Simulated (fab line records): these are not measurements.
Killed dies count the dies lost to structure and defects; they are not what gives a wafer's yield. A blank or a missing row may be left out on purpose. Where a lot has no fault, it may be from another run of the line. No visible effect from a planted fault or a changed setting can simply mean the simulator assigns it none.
Chamber matching -- flow gf180mcu -- GF_V2_CVD_02 on pecvd-04: 3 sister chambers
The step deposits SiO2 from TEOS, target thk 850 nm, time 94.851 s. 14 wafers are shown with their chamber, then 7 later ones without.

WAFERS PAIRED WITH THEIR CHAMBERS
wafer,chamber,heater_power_w (W)
L370.2,0,565
L370.3,2,541
L370.6,2,600
L374.1,0,558
L374.3,2,535
L374.6,1,644
L376.1,0,567
L376.2,2,566
L376.3,1,633
L379.1,2,619
L379.2,0,526
L379.5,2,644
L380.2,2,583
L380.4,1,693

SIGNATURES (averages over the wafers above)
reading,chamber 0,chamber 1,chamber 2,scatter within a chamber
heater_power_w,554.00,656.67,584.00,34.1
Rule: distance of a wafer from a chamber = root of the sum over the readings of ((wafer's reading minus chamber's mean) / reading's scatter) squared. The wafer belongs to the nearest chamber; if the next one is less than 2 further off, it can't be placed. The scatter is the square root of a quotient: the sum, over the shown wafers, of each reading's squared deviation from its chamber's mean, divided by wafers minus chambers.

WAFERS WITH NO CHAMBER GIVEN
wafer,heater_power_w (W)
L380.6,620
L384.2,599
L384.3,553
L384.5,569
L387.1,582
L387.2,584
L387.4,614

WHICH CHAMBER EACH WENT THROUGH
wafer,from the rows above,in truth
L380.6,can't be placed: 2 or 1 or 0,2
L384.2,can't be placed: 2 or 0 or 1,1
L384.3,can't be placed: 0 or 2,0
L384.5,can't be placed: 0 or 2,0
L387.1,can't be placed: 2 or 0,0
L387.2,can't be placed: 2 or 0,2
L387.4,can't be placed: 2 or 1 or 0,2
Correctly placed: 0 of 7. Not placeable from these rows: 7 (in 7, the candidates include the true chamber). Wrongly placed: 0.
